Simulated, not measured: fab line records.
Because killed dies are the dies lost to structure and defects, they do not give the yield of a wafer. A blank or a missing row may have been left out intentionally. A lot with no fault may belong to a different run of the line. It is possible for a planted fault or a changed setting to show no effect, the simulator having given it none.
fab line records    flow gf180mcu
record: lots: 6  wafers: 18  last_day: 34
route steps=602 shown VT_IMPLANT@123 MVSD@136 NWELL@137 LVPWELL@138 MVPSD@139
lots that met no fault: taken from a fault-free run of the same line
start_h: start of the lot's first displayed wafer, in hours after the record's first day    wait_h: how many hours have passed since the lot's step before this one    " same as the row above    L1.1+2: one row covering several wafers at once    - no value present, or no start provided    * or withheld: withheld    < > ~ a bound
route shown NAME@n: NAME is a module with steps in the file, n the number in the route of the first one    usual: mean/standard deviation taken from wafers without a fault    same: alike in all rows    chamber/n: place in a boat    sites: readings site by site    _std_site: how widely they spread, as a standard deviation    _edge_site: mean of outer sites minus mean of inner sites    radius_mm: how far each site lies from the wafer's centre    mask NAME#n: copy n    behind: the tool/chamber that last shaped the wafer    hold: why the lot went on hold/how many hours it stayed there/how the hold came to an end    device: the transistor (n, p or np) that didn't switch    end of line: the tests these same wafers got at the end of their route    a step without rows: its recipe alone    killed: at the first sort, the dies lost to defects and structure; wafer yield is something else    map: dies across one wafer; x = killed, . = not, _ = none there
set.NAME: the run value of the setting; set.NAME@STEP: its run value at that earlier step    model.NAME: the simulator's own value behind a step, which no gauge read
lots at selected steps of the route; one table per step, one row per wafer
services: when a tool's chamber went out of use (start_h, in hours from the record's first day, below 0 if earlier), for how many hours, and the reason
== steps ==
step: GF_VT_IMPLANT_DEHYDRATE_33
recipe: temp_c: 200  time_s: 60
step: GF_VT_IMPLANT_HMDS_34
recipe: prime_time_s: 60  prime_temp_c: 120
step: GF_VT_IMPLANT_COAT_35
recipe: resist: NOVOLAK  spin_rpm: 3000  resist_thk_nm: 1000
step: GF_VT_IMPLANT_SOFTBAKE_36
recipe: temp_c: 90  time_s: 60  resist: NOVOLAK
step: GF_VT_IMPLANT_EXPOSE_37
recipe: mask_id: Nwell_HV_AREA  target_cd_nm: 860  na: 0.6  source_shape: conventional  sigma_outer: 0.6  dose_mj: 140
step: GF_VT_IMPLANT_PEB_38
recipe: temp_c: withheld  time_s: *  resist: NOVOLAK
step: GF_VT_IMPLANT_DEVELOP_39
recipe: develop_time_s: 60  dev_temp_c: 23
step: GF_VT_IMPLANT_OVL_MEAS_40
usual: VT_IMPLANT_03_OVL: -1.1/1.5
lot.wafer  tool        chamber  start_h  wait_h  VT_IMPLANT_03_OVL[nm]
L507.3     overlay-02  -        171.89   0.1     -1.6
L507.5     "           -        "        "       -2.6
L507.6     "           -        "        "       -0.8
L511.1     overlay-01  -        199.07   0.1     -2.6
L511.2     "           -        "        "       -0.9
L511.6     "           -        "        "       0.7
L512.2     overlay-01  -        204.83   0.1     0.4
L512.4     "           -        "        "       -2.1
L512.6     "           -        "        "       -1.1
L522.2     overlay-02  -        278.51   0.1     -3.9
L522.4     "           -        "        "       -3.2
L522.6     "           -        "        "       -3.6
L524.1     overlay-02  -        289.44   0.1     -3.0
L524.4     "           -        "        "       -4.3
L524.6     "           -        "        "       -3.9
L526.4     overlay-01  -        300.64   0.1     1.5
L526.5     "           -        "        "       0.9
L526.6     "           -        "        "       -0.2
step: GF_VT_IMPLANT_IMPLANT_41
recipe: species: As  energy_kev: 70  dose_cm2: 1.013e+12  tilt_deg: 7
step: GF_VT_IMPLANT_STRIP_42
recipe: chemistry: O2/N2  power_w: 1400  pressure_mtorr: 1500  platen_temp_c: 250  o2_flow_sccm: 3000  n2_flow_sccm: 300  overash_fraction: 0.5
usual: drypump_motor_current_A: 6.09/0.22  heater_power_w: 341/22  oes_product_au: 0.716/0.0053  strip_time_to_endpoint_s: 12.64/0.035
lot.wafer  tool             chamber  start_h  wait_h  drypump_motor_current_A  heater_power_w  oes_product_au  rf_hours_counter_h  strip_time_to_endpoint_s
L507.3     plasma_asher-02  1        172.09   0.1     6.15                     324             0.711           -                   12.62
L507.5     "                0        "        "       6.25                     344             0.710           -                   12.60
L507.6     "                1        "        "       6.12                     328             0.708           -                   12.58
L511.1     plasma_asher-04  0        199.26   0.1     5.85                     353             0.723           56                  12.55
L511.2     "                1        "        "       6.23                     315             0.719           56                  12.57
L511.6     "                0        "        "       5.83                     349             0.718           -                   12.56
L512.2     plasma_asher-04  0        205.01   0.1     5.86                     337             0.708           56                  12.65
L512.4     "                0        "        "       5.83                     346             0.715           -                   12.69
L512.6     "                1        "        "       6.20                     322             0.710           -                   12.67
L522.2     plasma_asher-03  1        278.69   0.1     6.35                     382             0.710           17                  12.64
L522.4     "                0        "        "       5.75                     329             0.714           -                   12.64
L522.6     "                1        "        "       6.30                     374             0.727           -                   12.61
L524.1     plasma_asher-04  1        289.62   0.1     6.22                     319             0.716           65                  12.57
L524.4     "                0        "        "       5.84                     351             0.712           -                   12.61
L524.6     "                1        "        "       6.21                     310             0.713           -                   12.62
L526.4     plasma_asher-02  1        300.84   0.1     6.15                     321             0.719           -                   12.67
L526.5     "                0        "        "       6.27                     338             0.718           -                   12.62
L526.6     "                1        "        "       6.14                     334             0.712           -                   12.63
step: GF_VT_IMPLANT_TW_MEAS_43
usual: VT_IMPLANT_4_TW: 690/7.8
lot.wafer  tool           chamber  start_h  wait_h  VT_IMPLANT_4_TW
L507.3     film_metro-02  -        172.18   0.1     705
L507.5     "              -        "        "       705
L507.6     "              -        "        "       704
L511.1     film_metro-02  -        199.36   0.1     694
L511.2     "              -        "        "       696
L511.6     "              -        "        "       696
L512.2     film_metro-04  -        205.12   0.1     680
L512.4     "              -        "        "       681
L512.6     "              -        "        "       687
L522.2     film_metro-04  -        278.80   0.1     683
L522.4     "              -        "        "       681
L522.6     "              -        "        "       686
L524.1     film_metro-03  -        289.72   0.1     692
L524.4     "              -        "        "       697
L524.6     "              -        "        "       692
L526.4     film_metro-02  -        300.94   0.1     691
L526.5     "              -        "        "       698
L526.6     "              -        "        "       696
step: GF_VT_IMPLANT_CLEAN_44
recipe: chemistry: SC1/SC2  mix: 1:4:20  temp_c: 70  time_s: 150  dry: n2_spin
step: GF_VT_IMPLANT_RTA_45
recipe: temp_c: 1050  time_s: 30  ambient: N2
usual: anneal_temp_c_max: 1053.9/0.72  chamber_o2_ppm: 2.000/0.022  lamp_power_pct: 37/3.7  wafer_temp_C_max: 1056.5/1.8
lot.wafer  tool           chamber  start_h  wait_h  anneal_temp_c_max  chamber_o2_ppm  lamp_power_pct  wafer_temp_C_max
L507.3     rtp_anneal-01  0        172.30   0.0     1053.6             2.014           40              1055.7
L507.5     "              0        "        "       1053.7             2.012           40              1056.1
L507.6     "              0        "        "       1054.3             2.026           40              1055.9
L511.1     rtp_anneal-01  -        199.47   0.0     -                  -               -               -
L511.2     "              -        "        "       -                  -               -               -
L511.6     "              -        "        "       -                  -               -               -
L512.2     rtp_anneal-02  -        205.24   0.0     -                  -               -               -
L512.4     "              -        "        "       -                  -               -               -
L512.6     "              -        "        "       -                  -               -               -
L522.2     rtp_anneal-02  0        278.92   0.0     1054.1             2.020           32              1057.6
L522.4     "              0        "        "       1054.0             2.006           32              1059.9
L522.6     "              0        "        "       1054.4             2.017           32              1057.9
L524.1     rtp_anneal-01  0        289.84   0.0     1052.6             1.987           40              1055.1
L524.4     "              0        "        "       1053.5             2.017           40              1055.7
L524.6     "              0        "        "       1054.7             2.013           40              1055.3
L526.4     rtp_anneal-01  0        301.07   0.1     1053.6             1.980           40              1058.2
L526.5     "              0        "        "       1054.1             1.991           40              1054.7
L526.6     "              0        "        "       1055.5             1.991           40              1055.0
step: GF_VT_IMPLANT_RS_MEAS_46
recipe: thk_meas_gauge: four-point-probe
usual: MVSD_RS: 456.8/1.3
lot.wafer  tool           chamber  start_h  wait_h  MVSD_RS[ohm/sq]
L507.3     film_metro-03  -        172.41   0.1     458.3
L507.5     "              -        "        "       458.4
L507.6     "              -        "        "       457.8
L511.1     film_metro-01  -        199.57   0.1     133.0
L511.2     "              -        "        "       132.8
L511.6     "              -        "        "       133.0
L512.2     film_metro-04  -        205.34   0.1     133.2
L512.4     "              -        "        "       133.2
L512.6     "              -        "        "       133.2
L522.2     film_metro-01  -        279.02   0.1     457.5
L522.4     "              -        "        "       458.1
L522.6     "              -        "        "       456.7
L524.1     film_metro-03  -        289.94   0.1     455.1
L524.4     "              -        "        "       456.4
L524.6     "              -        "        "       455.3
L526.4     film_metro-01  -        301.18   0.1     457.9
L526.5     "              -        "        "       457.7
L526.6     "              -        "        "       458.7
step: GF_VT_IMPLANT_RS_MEAS_47
recipe: thk_meas_gauge: four-point-probe
usual: NWELL_RS: 488.2/1.4
lot.wafer  tool           chamber  start_h  wait_h  NWELL_RS[ohm/sq]
L507.3     film_metro-03  -        172.53   0.1     486.0
L507.5     "              -        "        "       486.7
L507.6     "              -        "        "       486.7
L511.1     film_metro-01  -        199.69   0.1     133.0
L511.2     "              -        "        "       132.8
L511.6     "              -        "        "       132.8
L512.2     film_metro-04  -        205.46   0.1     133.5
L512.4     "              -        "        "       133.5
L512.6     "              -        "        "       133.2
L522.2     film_metro-01  -        279.14   0.1     489.8
L522.4     "              -        "        "       488.7
L522.6     "              -        "        "       490.5
L524.1     film_metro-03  -        290.06   0.1     488.2
L524.4     "              -        "        "       486.2
L524.6     "              -        "        "       487.6
L526.4     film_metro-01  -        301.30   0.1     488.2
L526.5     "              -        "        "       487.7
L526.6     "              -        "        "       488.7
step: GF_VT_IMPLANT_RS_MEAS_48
recipe: thk_meas_gauge: four-point-probe
usual: LVPWELL_RS: 1198/3.6
lot.wafer  tool           chamber  start_h  wait_h  LVPWELL_RS[ohm/sq]
L507.3     film_metro-03  -        172.65   0.1     1189
L507.5     "              -        "        "       1195
L507.6     "              -        "        "       1194
L511.1     film_metro-01  -        199.81   0.1     133
L511.2     "              -        "        "       133
L511.6     "              -        "        "       133
L512.2     film_metro-04  -        205.58   0.1     133
L512.4     "              -        "        "       133
L512.6     "              -        "        "       133
L522.2     film_metro-01  -        279.26   0.1     1197
L522.4     "              -        "        "       1201
L522.6     "              -        "        "       1196
L524.1     film_metro-03  -        290.18   0.1     1193
L524.4     "              -        "        "       1196
L524.6     "              -        "        "       1195
L526.4     film_metro-01  -        301.42   0.1     1203
L526.5     "              -        "        "       1202
L526.6     "              -        "        "       1201
step: GF_VT_IMPLANT_RS_MEAS_49
recipe: thk_meas_gauge: four-point-probe
usual: MVPSD_RS: 1169/3.1
lot.wafer  tool           chamber  start_h  wait_h  MVPSD_RS[ohm/sq]
L507.3     film_metro-03  -        172.77   0.1     1174
L507.5     "              -        "        "       1169
L507.6     "              -        "        "       1167
L511.1     film_metro-01  -        199.93   0.1     133
L511.2     "              -        "        "       133
L511.6     "              -        "        "       133
L512.2     film_metro-04  -        205.70   0.1     133
L512.4     "              -        "        "       133
L512.6     "              -        "        "       133
L522.2     film_metro-01  -        279.38   0.1     1162
L522.4     "              -        "        "       1164
L522.6     "              -        "        "       1166
L524.1     film_metro-03  -        290.30   0.1     1170
L524.4     "              -        "        "       1169
L524.6     "              -        "        "       1169
L526.4     film_metro-01  -        301.54   0.1     1165
L526.5     "              -        "        "       1165
L526.6     "              -        "        "       1166
step: GF_VT_IMPLANT_WET_ETCH_50
recipe: chemistry: dHF  target_depth_nm: 20  target: SiO2  temp_c: 25  dilution: 100:1  time_s: 400
== services ==
tool             chamber  start_h  hours  kind
plasma_asher-02  -        156.56   6.9    repair
plasma_asher-04  -        175.62   7.5    repair
plasma_asher-03  -        240.12   0.8    repair
plasma_asher-03  -        268.58   0.4    repair
== key ==
first_sign: step: GF_VT_IMPLANT_RTA_45  reading: tool_record  direction: missing
effect: step: GF_VT_IMPLANT_RS_MEAS_46  reading: MVSD_RS  direction: down  sigmas: 99+  usual: 456.8  struck: 133.1
effect: step: GF_VT_IMPLANT_RS_MEAS_47  reading: NWELL_RS  direction: down  sigmas: 99+  usual: 488.2  struck: 133.1
effect: step: GF_VT_IMPLANT_RS_MEAS_48  reading: LVPWELL_RS  direction: down  sigmas: 99+  usual: 1198  struck: 133
effect: step: GF_VT_IMPLANT_RS_MEAS_49  reading: MVPSD_RS  direction: down  sigmas: 99+  usual: 1169  struck: 133
met_at GF_VT_IMPLANT_RTA_45
struck_wafers L511.1,L511.2,L511.6,L512.2,L512.4,L512.6
later_rows_left_out L511.1,L511.2,L511.6,L512.2,L512.4,L512.6
sort_left_out L511.1,L511.2,L511.6,L512.2,L512.4,L512.6
tester_left_out L511,L512
onset_between 172.30 199.47
fault: kind: skipped_step_whole  tool: rtp_anneal-01,rtp_anneal-02  chamber: -  onset_h: 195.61  steps: GF_VT_IMPLANT_RTA_45  scope: struck_lots_only
tester_left_out: of these lots the tester's yield and bins aren't shown, on N5 and GAA mostly nor the transistor test; their killed dies are dies lost to structure and defects alone, not to doping, threshold or leakage, so they don't give the yield
sort_left_out: the simulated sort isn't trusted on such a fault, so these wafers' sort isn't shown, and their yield isn't known
later_rows_left_out: the simulator's readings of these wafers behind a module that went badly wrong aren't trusted and aren't shown, but for the sort
